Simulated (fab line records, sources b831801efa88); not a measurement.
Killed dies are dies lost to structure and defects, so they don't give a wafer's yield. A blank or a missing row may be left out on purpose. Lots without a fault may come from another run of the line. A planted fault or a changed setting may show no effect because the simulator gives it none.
Which tool did it? | flow sky130 | 12 lots, 36 wafers sampled, at 5 steps of a route of 708

WHAT THE GAUGES READ, wafer by wafer
SKY_VIA1_CD_MEAS_12: target cd 150 nm.
lot  | measured     | on        | cd_nm (nm)
L591 | day 33 17:07 | cd_sem-02 | 145.0 144.8 147.3
L592 | day 34 12:23 | cd_sem-01 | 150.9 151.4 150.4
L595 | day 35 11:17 | cd_sem-02 | 150.1 149.0 149.0
L596 | day 35 20:25 | cd_sem-02 | 150.6 149.9 151.1
L599 | day 36 23:43 | cd_sem-02 | 149.8 149.4 148.8
L600 | day 37 03:38 | cd_sem-02 | 153.8 150.6 151.3
L607 | day 40 16:52 | cd_sem-01 | 148.4 148.3 149.6
L608 | day 40 18:10 | cd_sem-02 | 147.6 149.6 150.2
L609 | day 40 18:17 | cd_sem-01 | 147.1 148.9 149.4
L611 | day 40 18:23 | cd_sem-02 | 152.3 150.9 150.0
L610 | day 40 19:08 | cd_sem-01 | 148.7 149.9 148.4
L613 | day 40 20:23 | cd_sem-01 | 150.5 151.7 151.1

SKY_PAD_OPEN_BOW_MEAS_13.
lot  | measured     | on            | PAD_OPEN_BOW (um)
L591 | day 45 15:07 | film_metro-01 | 48 54 56
L592 | day 46 02:29 | film_metro-02 | 31 38 44
L595 | day 46 22:01 | film_metro-01 | 41 57 50
L596 | day 47 03:22 | film_metro-04 | 53 46 53
L599 | day 47 21:20 | film_metro-02 | 56 37 52
L600 | day 48 03:30 | film_metro-01 | 33 48 32
L607 | day 50 14:25 | film_metro-04 | 114 109 108
L608 | day 50 18:15 | film_metro-01 | 103 98 100
L609 | day 50 17:28 | film_metro-04 | 59 40 56
L611 | day 50 19:01 | film_metro-01 | 41 41 47
L610 | day 50 19:46 | film_metro-02 | 52 52 54
L613 | day 50 21:49 | film_metro-04 | 49 46 43

WHICH TOOL RAN EACH LOT (tool, then ch and the chambers of the sampled wafers, then the start)
lot  | SKY_METAL1_SPUTTER_01        | SKY_METAL2_SPUTTER_04        | SKY_PAD_OPEN_ANNEAL_12
L591 | pvd_sputter-03, day 31 09:28 | pvd_sputter-02, day 33 18:41 | furnace-01 ch 0, day 45 13:37
L592 | pvd_sputter-01, day 32 04:44 | pvd_sputter-02, day 34 13:58 | furnace-02 ch 0, day 46 00:58
L595 | pvd_sputter-01, day 33 05:29 | pvd_sputter-04, day 35 12:52 | furnace-01 ch 0, day 46 20:31
L596 | pvd_sputter-01, day 33 13:26 | pvd_sputter-02, day 35 22:01 | furnace-02 ch 0, day 47 01:52
L599 | pvd_sputter-03, day 34 18:23 | pvd_sputter-02, day 37 01:14 | furnace-01 ch 0, day 47 19:47
L600 | pvd_sputter-03, day 34 21:11 | pvd_sputter-02, day 37 05:11 | furnace-02 ch 0, day 48 01:59
L607 | pvd_sputter-01, day 38 14:19 | pvd_sputter-04, day 40 18:26 | furnace-01, day 50 12:55
L608 | pvd_sputter-02, day 38 15:14 | pvd_sputter-02, day 40 19:44 | furnace-01, day 50 16:45
L609 | pvd_sputter-03, day 38 15:24 | pvd_sputter-03, day 40 19:52 | furnace-02 ch 0, day 50 15:58
L611 | pvd_sputter-01, day 38 15:42 | pvd_sputter-02, day 40 20:02 | furnace-02 ch 0, day 50 17:28
L610 | pvd_sputter-01, day 38 16:43 | pvd_sputter-04, day 40 20:50 | furnace-01 ch 0, day 50 18:15
L613 | pvd_sputter-01, day 38 17:56 | pvd_sputter-02, day 40 21:56 | furnace-02 ch 0, day 50 20:19
- SKY_METAL1_SPUTTER_01: material TiN, target thk 20 nm, time 16.7 s.
- SKY_METAL2_SPUTTER_04: material TiN, target thk 70 nm, time 58.3 s.
- SKY_PAD_OPEN_ANNEAL_12

WHAT THE TOOLS THEMSELVES READ (means of the sampled wafers that have a number; where no wafer has one, the mark that the record gives instead)
SKY_METAL1_SPUTTER_01.
lot  | tool           | throttle_valve_pct (%)
L591 | pvd_sputter-03 | 29.3
L592 | pvd_sputter-01 | 31.1
L595 | pvd_sputter-01 | 31.6
L596 | pvd_sputter-01 | 30.7
L599 | pvd_sputter-03 | 29.2
L600 | pvd_sputter-03 | 28.6
L607 | pvd_sputter-01 | 31.3
L608 | pvd_sputter-02 | 29.4
L609 | pvd_sputter-03 | 28.6
L611 | pvd_sputter-01 | 30.7
L610 | pvd_sputter-01 | 31.2
L613 | pvd_sputter-01 | 30.6

SKY_METAL2_SPUTTER_04.
lot  | tool           | throttle_valve_pct (%)
L591 | pvd_sputter-02 | 30.4
L592 | pvd_sputter-02 | 30.3
L595 | pvd_sputter-04 | 29.6
L596 | pvd_sputter-02 | 31.5
L599 | pvd_sputter-02 | 30.7
L600 | pvd_sputter-02 | 29.5
L607 | pvd_sputter-04 | 30.3
L608 | pvd_sputter-02 | 31.7
L609 | pvd_sputter-03 | 29.3
L611 | pvd_sputter-02 | 31.5
L610 | pvd_sputter-04 | 30.3
L613 | pvd_sputter-02 | 30.3

SKY_PAD_OPEN_ANNEAL_12.
lot  | tool       | ramp_down_c_per_min | ramp_up_c_per_min
L591 | furnace-01 | 3.9999              | 8.0000
L592 | furnace-02 | 4.0007              | 7.9996
L595 | furnace-01 | 4.0002              | 8.0010
L596 | furnace-02 | 4.0004              | 7.9992
L599 | furnace-01 | 4.0006              | 8.0002
L600 | furnace-02 | 4.0000              | 8.0010
L607 | furnace-01 | -                   | -
L608 | furnace-01 | -                   | -
L609 | furnace-02 | 3.9997              | 7.9993
L611 | furnace-02 | 4.0008              | 8.0013
L610 | furnace-01 | 4.0001              | 8.0005
L613 | furnace-02 | 4.0000              | 8.0000

THE ANSWER, worked out from the rows above alone
Rule: what is usual is taken from the lots themselves. Put in order of their means at a reading, lots are off if they are a third of the lots or fewer, leave a main group of 4 or more, and stand apart from it by a gap of 3 or more times the standard deviation of the main group's means; of several such gaps the widest counts. A main group whose means are all the same, to the digits that the tables above print for the reading, isn't used. A lot without any number at a reading at which 4 lots or more have one is off too. The other lots that the step has rows for count as sound. The gauges are gone through in route order, then the tools' own readings, and for those a lot's mean is taken as printed above. The first step at which some lot is off is used, and at that step the reading that is off furthest; a lot without a number counts as furthest.
Off: L607, L608, at SKY_PAD_OPEN_BOW_MEAS_13 (PAD_OPEN_BOW). The main group: mean 47 um, standard deviation 5.5.
A tool fits if, at a process step before that reading, it ran every lot that is off, and no sound lot after the first of them. The gauges at SKY_PAD_OPEN_BOW_MEAS_13 aren't tried: what is off there is off at SKY_PAD_OPEN_ANNEAL_12 too, on other tools, and a gauge's error can't cause that. None of those tried fits.

WHAT THE SIMULATOR HAD PUT IN
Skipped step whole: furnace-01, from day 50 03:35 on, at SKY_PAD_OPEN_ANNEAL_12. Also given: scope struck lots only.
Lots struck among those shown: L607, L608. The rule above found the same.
